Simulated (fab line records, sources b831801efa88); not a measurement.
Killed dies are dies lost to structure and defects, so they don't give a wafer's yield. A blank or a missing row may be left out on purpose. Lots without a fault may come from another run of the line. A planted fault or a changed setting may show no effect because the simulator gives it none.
One fault seen from 2 desks | flow sky130 | each desk has only its own numbers; what lay behind them comes last

THE TOOL OWNER'S DESK: cvd_w-01
The tool's own readings at SKY_VIA1_CVD_21 (deposits W, target thk 270 nm, time 80.902 s): means of the sampled wafers that have a number, for each lot that ran on this tool. A lot is out of limits, marked OUT, if its mean lies more than 4 standard deviations from the usual mean; the brackets give that distance.
Columns: A = heater_power_outer_w at SKY_VIA1_CVD_21, usual 494 W; B = heater_power_w at SKY_VIA1_CVD_21, usual 816 W
lot  | first seen here | A   | B
L135 | day 34 12:32    | 482 | 763
L137 | day 35 15:23    | 479 | 770
L148 | day 38 21:41    | 485 | 768
This desk's finding: nothing out of limits on any of the 3 lots.

THE METROLOGY DESK
What the gauges read, lot by lot, whatever tool the lot ran on: means of the sampled wafers that have a number. A lot is out of limits, marked OUT, if its mean lies more than 4 standard deviations from the usual mean; the brackets give that distance.
Columns: A = VIA1_W_RS at SKY_VIA1_RS_MEAS_22, usual 0.427 ohm/sq; B = VIA1_W_THK at SKY_VIA1_THK_MEAS_23, usual 273 nm
lot  | first seen here | A               | B
L133 | day 33 14:14    | 0.427           | 274
L134 | day 34 10:15    | 0.430           | 272
L135 | day 34 12:38    | 0.428           | 273
L136 | day 35 11:37    | 0.423           | 275
L137 | day 35 15:29    | 0.427           | 273
L139 | day 36 10:08    | 0.421           | 279
L148 | day 38 21:48    | 0.485 (+13) OUT | 248 (-7.1) OUT
L151 | day 39 09:49    | 0.427           | 272
L153 | day 40 06:47    | 0.434           | 268
L154 | day 40 13:14    | 0.431           | 269
This desk's finding: out of limits on L148; first on L148, day 38 21:48 (VIA1_W_RS at SKY_VIA1_RS_MEAS_22). In limits: L133, L134, L135, L136, L137, L139, L151, L153, L154.

PUT TOGETHER
The metrology desk could have raised an alarm at day 38 21:48, on L148.
The tool owner's desk saw nothing out of limits.
The tool owner's desk has L148 on record, within its limits.
Of the lots named, all ran SKY_VIA1_CVD_21 on cvd_w-01.

WHAT THE SIMULATOR HAD PUT IN
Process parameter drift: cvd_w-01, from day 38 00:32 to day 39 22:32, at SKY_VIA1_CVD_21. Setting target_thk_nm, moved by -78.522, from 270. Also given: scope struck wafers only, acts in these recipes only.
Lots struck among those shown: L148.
Hours from the fault's start to each desk's first reading out of limits: the metrology desk, 21.
